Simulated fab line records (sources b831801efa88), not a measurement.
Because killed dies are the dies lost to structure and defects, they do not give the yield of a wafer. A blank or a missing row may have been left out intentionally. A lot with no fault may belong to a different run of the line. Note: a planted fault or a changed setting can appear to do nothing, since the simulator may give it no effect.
Which tool did it?	flow gf180mcu	12 lots with 36 wafers sampled at 5 steps, on a route of 602 steps

## WHAT THE GAUGES SHOWED, per wafer
GF_HV_LDD_CD_MEAS_07: the cd target is 400 nm.
lot	measured	on	cdNm (nm)
L620	day 10 08:13	cdSem-02	398.7 397.2 396.7
L621	day 10 18:32	cdSem-02	402.6 401.6 401.6
L622	day 11 02:43	cdSem-02	399.1 399.4 399.7
L623	day 11 08:15	cdSem-02	395.9 394.5 394.1
L625	day 11 18:56	cdSem-01	399.6 398.9 401.8
L626	day 12 03:36	cdSem-02	396.5 397.2 398.9
L628	day 13 02:13	cdSem-02	398.1 398.1 398.4
L629	day 13 01:55	cdSem-01	398.4 396.8 399.6
L630	day 13 09:30	cdSem-02	396.6 398.9 400.3
L632	day 13 22:53	cdSem-01	401.6 401.0 402.3
L635	day 14 22:44	cdSem-01	321.6 323.7 320.9 321.8 323.4 321.1
L639	day 16 01:34	cdSem-01	399.5 401.2 399.9

GF_HV_LDD_CD_MEAS_31: the cd target is 400 nm.
lot	measured	on	cdNm (nm)
L620	day 11 20:55	cdSem-02	396.3 397.1 396.9
L621	day 12 08:28	cdSem-02	399.5 401.7 400.2
L622	day 12 17:06	cdSem-01	401.7 401.6 400.8
L623	day 12 22:36	cdSem-02	401.1 399.4 402.8
L625	day 13 09:37	cdSem-01	396.9 397.0 398.3
L626	day 13 19:29	cdSem-02	402.5 402.0 400.8
L628	day 14 19:25	cdSem-02	395.4 399.0 393.7
L629	day 14 18:54	cdSem-02	398.9 400.2 400.8
L630	day 15 03:27	cdSem-02	401.3 401.6 400.1
L632	day 15 17:17	cdSem-02	400.0 401.5 400.3
L635	day 16 19:09	cdSem-02	398.2 398.2 401.9
L639	day 17 23:08	cdSem-02	400.3 398.5 397.5

GF_HV_LDD_OVL_MEAS_32.
lot	measured	on	HV_LDD_02_OVL (nm)
L620	day 11 21:02	overlay-01	-2.1 -1.6 -0.5
L621	day 12 08:33	overlay-01	0.3 2.1 1.0
L622	day 12 17:12	overlay-02	-1.9 -0.3 -0.8
L623	day 12 22:43	overlay-01	0.8 -0.2 -1.1
L625	day 13 09:43	overlay-01	2.9 0.7 2.4
L626	day 13 19:36	overlay-02	0.0 0.4 0.1
L628	day 14 19:32	overlay-02	-1.2 -1.7 -0.4
L629	day 14 19:01	overlay-01	-2.5 -0.7 -2.0
L630	day 15 03:33	overlay-01	0.0 -1.3 -0.8
L632	day 15 17:23	overlay-02	-0.6 1.1 -0.7
L635	day 16 19:16	overlay-02	-1.8 0.3 -1.5
L639	day 17 23:14	overlay-02	-2.6 -1.3 -0.4

## EACH LOT AND THE TOOL THAT RAN IT (in order: tool; ch and the chambers of the sampled wafers; start)
lot	GF_LVPWELL_STRIP_10	GF_HV_LDD_EXPOSE_04
L620	plasmaAsher-03 ch 0, day 4 01:09	ilineStepper-01 ch 0, day 9 23:52
L621	plasmaAsher-03 ch 0,1, day 4 09:13	ilineStepper-01 ch 0, day 10 10:01
L622	plasmaAsher-03 ch 1, day 4 13:43	ilineStepper-02 ch 0, day 10 18:00
L623	plasmaAsher-04 ch 0,1, day 4 19:34	ilineStepper-01 ch 0, day 10 23:33
L625	plasmaAsher-04 ch 0,1, day 5 08:44	ilineStepper-02 ch 0, day 11 10:11
L626	plasmaAsher-04 ch 0,1, day 5 12:20	ilineStepper-02 ch 0, day 11 18:20
L628	plasmaAsher-02 ch 0,1, day 6 00:57	ilineStepper-01 ch 0, day 12 16:33
L629	plasmaAsher-02 ch 0,1, day 6 05:17	ilineStepper-01 ch 0, day 12 16:18
L630	plasmaAsher-03 ch 0,1, day 6 14:03	ilineStepper-02 ch 0, day 13 00:10
L632	plasmaAsher-02 ch 0,1, day 6 23:35	ilineStepper-01 ch 0, day 13 12:58
L635	plasmaAsher-03 ch 1, day 7 16:30	ilineStepper-01 ch 0, day 14 12:17
L639	plasmaAsher-04 ch 0,1, day 8 13:37	ilineStepper-02 ch 0, day 15 14:28
- GF_LVPWELL_STRIP_10: strips in O2/N2.
- GF_HV_LDD_EXPOSE_04: exposes mask Nplus LV AREA, target cd 400 nm.

## WHAT THE TOOLS THEMSELVES READ (means of the sampled wafers that have a number; where no wafer has one, the mark that the record gives instead)
GF_LVPWELL_STRIP_10.
lot	tool	drypumpMotorCurrentA (A)	heaterPowerW (W)	o2FlowSccm (sccm)	oesProductAu (a.u.)	stripTimeToEndpointS (s)
L620	plasmaAsher-03	4.8	362	3002	0.721	36.98
L621	plasmaAsher-03	5.9	334	2993	0.725	36.94
L622	plasmaAsher-03	6.5	318	3005	0.721	36.94
L623	plasmaAsher-04	5.9	328	3003	0.725	37.06
L625	plasmaAsher-04	5.5	314	2995	0.726	37.07
L626	plasmaAsher-04	5.5	315	3002	0.722	37.03
L628	plasmaAsher-02	6.1	343	3009	0.724	37.01
L629	plasmaAsher-02	6.1	340	2987	0.721	37.17
L630	plasmaAsher-03	5.9	325	3015	0.723	37.03
L632	plasmaAsher-02	6.0	343	3004	0.722	36.98
L635	plasmaAsher-03	6.5	311	2991	0.727	36.99
L639	plasmaAsher-04	5.9	328	2990	0.724	36.95

GF_HV_LDD_EXPOSE_04.
lot	tool	reticleTempC (C)
L620	ilineStepper-01	23.00
L621	ilineStepper-01	23.06
L622	ilineStepper-02	22.99
L623	ilineStepper-01	22.91
L625	ilineStepper-02	23.01
L626	ilineStepper-02	23.07
L628	ilineStepper-01	22.99
L629	ilineStepper-01	22.99
L630	ilineStepper-02	22.90
L632	ilineStepper-01	22.89
L635	ilineStepper-01	22.94
L639	ilineStepper-02	23.09

## THE ANSWER, worked out from the rows above alone
Rule: what is usual is taken from the lots themselves. The widest of any qualifying gaps counts: lots, ordered by their means at a reading, are off when they make up no more than a third of the lots, leave a main group of 4 or more, and stand apart from it by 3 or more times the standard deviation of that group's means. The tables above print the reading to a certain number of digits; a main group whose means all agree to those digits is not used. A lot without any number at a reading at which 4 lots or more have one is off too. Where the step has rows for the other lots, those lots are counted as sound. After the gauges, taken in route order, come the tools' own readings; for these a lot's mean is taken, as printed above. At the first step where some lot is off, the reading lying furthest off is the one used; lots without a number count as furthest.
Off, at GF_HV_LDD_CD_MEAS_07 on cdNm: L635. For the main group the mean is 398.9 nm and the standard deviation 1.9.
If a tool, at a process step before that reading, ran all the lots that are off and no sound lot after the first of them, it fits. The gauges at GF_HV_LDD_CD_MEAS_07 are tried like those tools. This does not decide it: 2 tools fit, namely plasmaAsher-03 at GF_LVPWELL_STRIP_10 and ilineStepper-01 at GF_HV_LDD_EXPOSE_04.

## WHAT HAD BEEN PUT IN BY THE SIMULATOR
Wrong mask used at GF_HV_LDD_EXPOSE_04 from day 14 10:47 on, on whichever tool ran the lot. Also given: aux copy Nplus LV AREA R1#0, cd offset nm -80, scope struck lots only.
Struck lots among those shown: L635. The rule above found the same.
